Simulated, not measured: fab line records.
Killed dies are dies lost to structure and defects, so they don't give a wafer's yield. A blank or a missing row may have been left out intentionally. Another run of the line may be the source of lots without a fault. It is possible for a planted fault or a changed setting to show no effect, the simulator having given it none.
Lot-split experiment / flow sfq-line / 17 wafers read across 5 lots, on a route 325 steps long

== SPLIT DETAILS ==
At SFQ_TRILAYER_L0_LITHO_COAT_005 (resist thk 600 nm), the setting spin-rpm was moved away from the recipe's 3000 rpm on 6 of the 17 wafers read, by +3.8% to +6.6%. For the rest of the wafers, this setting stayed at what the recipe calls for.

== FROM THE SPLIT TO THE READING: what the file shows between them, 4 steps ==
- SFQ_TRILAYER_L0_LITHO_SOFTBAKE_009
- SFQ_TRILAYER_L0_LITHO_EXPOSE_006: exposes mask L0, target cd 2000 nm
- SFQ_TRILAYER_L0_LITHO_DEVELOP_007: time 60 s
- SFQ_TRILAYER_L0_BARC_OPEN_METAL_ETCH_010: etches BARC in O2, target depth 125 nm, time 41.7 s

== THE READING ==
KrF_of_TRILAYER_L0_LITHO_COAT_005.thk-nm (the simulator's own value, which no gauge read), in nm, at SFQ_TRILAYER_L0_ETCH_METAL_ETCH_008 (etches MoNx KI in SF6/O2, stops on SiO2, target depth 50 nm, time 25 s). No usual value for it is given in the file. Average 481.4 nm, standard deviation 2 nm, over the 11 wafers here run with the recipe.

wafer=L074.2; tool, chamber at the split=litho-track-01, 0; spin-rpm as run, rpm=3000; against the recipe=recipe; KrF_of_TRILAYER_L0_LITHO_COAT_005.thk-nm, nm=482.3; against lot-mates on the recipe=-
wafer=L074.3; tool, chamber at the split=litho-track-01, 0; spin-rpm as run, rpm=3000; against the recipe=recipe; KrF_of_TRILAYER_L0_LITHO_COAT_005.thk-nm, nm=476.6; against lot-mates on the recipe=-
wafer=L074.4; tool, chamber at the split=litho-track-01, 0; spin-rpm as run, rpm=3162; against the recipe=+5.4%; KrF_of_TRILAYER_L0_LITHO_COAT_005.thk-nm, nm=465.8; against lot-mates on the recipe=-14.1
wafer=L074.5; tool, chamber at the split=litho-track-01, 0; spin-rpm as run, rpm=3162; against the recipe=+5.4%; KrF_of_TRILAYER_L0_LITHO_COAT_005.thk-nm, nm=459.9; against lot-mates on the recipe=-20.0
wafer=L074.6; tool, chamber at the split=litho-track-01, 0; spin-rpm as run, rpm=3000; against the recipe=recipe; KrF_of_TRILAYER_L0_LITHO_COAT_005.thk-nm, nm=480.8; against lot-mates on the recipe=-
wafer=L078.1; tool, chamber at the split=litho-track-04, 0; spin-rpm as run, rpm=3000; against the recipe=recipe; KrF_of_TRILAYER_L0_LITHO_COAT_005.thk-nm, nm=481.1; against lot-mates on the recipe=-
wafer=L078.4; tool, chamber at the split=litho-track-04, 0; spin-rpm as run, rpm=3000; against the recipe=recipe; KrF_of_TRILAYER_L0_LITHO_COAT_005.thk-nm, nm=485.6; against lot-mates on the recipe=-
wafer=L079.3; tool, chamber at the split=litho-track-02, 0; spin-rpm as run, rpm=3000; against the recipe=recipe; KrF_of_TRILAYER_L0_LITHO_COAT_005.thk-nm, nm=481.4; against lot-mates on the recipe=-
wafer=L079.6; tool, chamber at the split=litho-track-02, 0; spin-rpm as run, rpm=3113; against the recipe=+3.8%; KrF_of_TRILAYER_L0_LITHO_COAT_005.thk-nm, nm=469; against lot-mates on the recipe=-12.4
wafer=L081.2; tool, chamber at the split=litho-track-02, 0; spin-rpm as run, rpm=3000; against the recipe=recipe; KrF_of_TRILAYER_L0_LITHO_COAT_005.thk-nm, nm=481.8; against lot-mates on the recipe=-
wafer=L081.3; tool, chamber at the split=litho-track-02, 0; spin-rpm as run, rpm=3000; against the recipe=recipe; KrF_of_TRILAYER_L0_LITHO_COAT_005.thk-nm, nm=481.5; against lot-mates on the recipe=-
wafer=L081.6; tool, chamber at the split=litho-track-02, 0; spin-rpm as run, rpm=3000; against the recipe=recipe; KrF_of_TRILAYER_L0_LITHO_COAT_005.thk-nm, nm=480.5; against lot-mates on the recipe=-
wafer=L084.1; tool, chamber at the split=litho-track-04, 0; spin-rpm as run, rpm=3197; against the recipe=+6.6%; KrF_of_TRILAYER_L0_LITHO_COAT_005.thk-nm, nm=460.9; against lot-mates on the recipe=-21.0
wafer=L084.2; tool, chamber at the split=litho-track-04, 0; spin-rpm as run, rpm=3000; against the recipe=recipe; KrF_of_TRILAYER_L0_LITHO_COAT_005.thk-nm, nm=482.6; against lot-mates on the recipe=-
wafer=L084.3; tool, chamber at the split=litho-track-04, 0; spin-rpm as run, rpm=3197; against the recipe=+6.6%; KrF_of_TRILAYER_L0_LITHO_COAT_005.thk-nm, nm=464; against lot-mates on the recipe=-17.9
wafer=L084.4; tool, chamber at the split=litho-track-04, 0; spin-rpm as run, rpm=3197; against the recipe=+6.6%; KrF_of_TRILAYER_L0_LITHO_COAT_005.thk-nm, nm=458.5; against lot-mates on the recipe=-23.4
wafer=L084.5; tool, chamber at the split=litho-track-04, 0; spin-rpm as run, rpm=3000; against the recipe=recipe; KrF_of_TRILAYER_L0_LITHO_COAT_005.thk-nm, nm=481.2; against lot-mates on the recipe=-

FIT RESULTS
A straight line over all 17 wafers: KrF_of_TRILAYER_L0_LITHO_COAT_005.thk-nm changes by -3.19 nm for each +1% of spin-rpm; r = -0.97; the points scatter about the line by 2.3 nm.
The same after taking each lot's own level away (the mean of its wafers on the recipe; 17 wafers): -3.17 nm for each +1%; r = -0.98; scatter 2 nm.
On that fit, the largest move of spin-rpm shifts the reading by 21 nm.
The span of the lots' own levels, 479.90 to 483.35 nm, comes to 1.7 times the standard deviation stated above.
The two slopes agree, so the slope changes little with the lot-to-lot level.
Check: -20.8 nm against its lot-mates is what the line predicts for one of the wafers moved furthest among these (+6.6%) when that wafer is left out of the fit. Against them it came out at -21 nm.

== THE OTHER SPLITS THESE WAFERS WENT THROUGH ==
Other splits were also applied to these wafers ahead of the reading. Each is held against what the fit with the lots' levels taken away leaves over:
other split on the same wafers=SFQ_TRILAYER_L0_DEP_SPUTTER_003 power-w; wafers away from the commonest value=3; r with KrF_of_TRILAYER_L0_LITHO_COAT_005.thk-nm (lot level and that fit taken away)=-0.28

== THE WHOLE CHAIN: every reading that the file lists as answering this split, in the file's order ==
step=SFQ_TRILAYER_L0_LITHO_COAT_005; what it does=resist thk 600 nm; reading=KrF_of_TRILAYER_L0_LITHO_COAT_005.thk-nm (the simulator's own value, which no gauge read); change (the file's fit)=-3.07 nm for each +1% of the setting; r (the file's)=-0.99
step=SFQ_TRILAYER_L0_ETCH_METAL_ETCH_008; what it does=etches MoNx KI in SF6/O2, stops on SiO2, target depth 50 nm, time 25 s; reading=KrF_of_TRILAYER_L0_LITHO_COAT_005.thk-nm (the simulator's own value, which no gauge read); change (the file's fit)=-3.17 nm for each +1% of the setting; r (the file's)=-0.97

== THE FILE'S OWN FIT ==
KrF_of_TRILAYER_L0_LITHO_COAT_005.thk-nm changes by -3.17 nm for each +1% of spin-rpm, r = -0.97.
